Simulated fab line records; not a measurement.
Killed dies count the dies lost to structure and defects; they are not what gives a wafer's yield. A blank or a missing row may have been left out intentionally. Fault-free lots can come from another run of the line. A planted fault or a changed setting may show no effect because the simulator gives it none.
One fault seen from 2 desks + flow gf180mcu + each desk holds nothing but its own numbers, with what lay behind them at the end

== THE TOOL OWNER'S DESK: cvd w-02 ==
The tool's own readings at GF_V1_CVD_23 (deposits W, target thk 350 nm, time 105.05 s): means of the sampled wafers that have a number, for each lot that ran on this tool. If a lot's mean is further than 4 standard deviations from the usual mean, the lot is out of limits and carries the mark OUT (the distance appears in the brackets).
Columns: A = heater power w at GF_V1_CVD_23, usual 844 W
| lot  | first seen here | A   |
|------|-----------------|-----|
| L913 | day 18 02:34    | 855 |
| L915 | day 19 02:16    | 834 |
| L917 | day 19 18:18    | 835 |
| L921 | day 21 08:58    | 829 |
| L929 | day 24 02:08    | 843 |
| L931 | day 24 17:45    | 852 |
| L933 | day 25 01:11    | 848 |
This desk's finding: nothing out of limits on any of the 7 lots.

== FROM THE METROLOGY DESK ==
Lot by lot, what the gauges showed, no matter which tool ran the lot: averages of those sampled wafers that carry a number. If a lot's mean is further than 4 standard deviations from the usual mean, the lot is out of limits and carries the mark OUT (the distance appears in the brackets).
Columns: A = V1_W_RS at GF_V1_RS_MEAS_24, usual 0.328 ohm/sq
| lot  | first seen here | A               |
|------|-----------------|-----------------|
| L913 | day 18 02:40    | 0.325           |
| L914 | day 18 09:55    | 0.328           |
| L915 | day 19 02:23    | 0.331           |
| L916 | day 19 03:44    | 0.325           |
| L917 | day 19 18:25    | 0.329           |
| L918 | day 20 03:13    | 0.330           |
| L920 | day 21 05:09    | 0.326           |
| L921 | day 21 09:05    | 0.324           |
| L922 | day 21 17:48    | 0.330           |
| L924 | day 22 08:43    | 0.326           |
| L925 | day 22 16:28    | 0.329           |
| L929 | day 24 02:15    | 0.331           |
| L931 | day 24 17:52    | 0.280 (-13) OUT |
| L933 | day 25 01:17    | 0.275 (-15) OUT |
This desk reports L931, L933 out of limits; the earliest was L931 at day 24 17:52 (V1_W_RS at GF_V1_RS_MEAS_24). L913, L914, L915, L916, L917, L918, L920, L921, L922, L924, L925, L929: within limits.

== TAKEN TOGETHER ==
An alarm was possible from the metrology desk at day 24 17:52, on L931, L933.
The tool owner's desk saw nothing out of limits.
On record at the tool owner's desk: L931, L933, within its limits.
All the named lots went through GF_V1_CVD_23 on cvd w-02.

== WHAT THE SIMULATOR HAD PUT IN ==
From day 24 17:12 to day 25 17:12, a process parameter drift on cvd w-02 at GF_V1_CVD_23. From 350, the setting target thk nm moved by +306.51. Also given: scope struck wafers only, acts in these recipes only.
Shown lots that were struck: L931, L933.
Per desk, hours elapsed from the start of the fault to the first reading out of limits: for the metrology desk, 1.
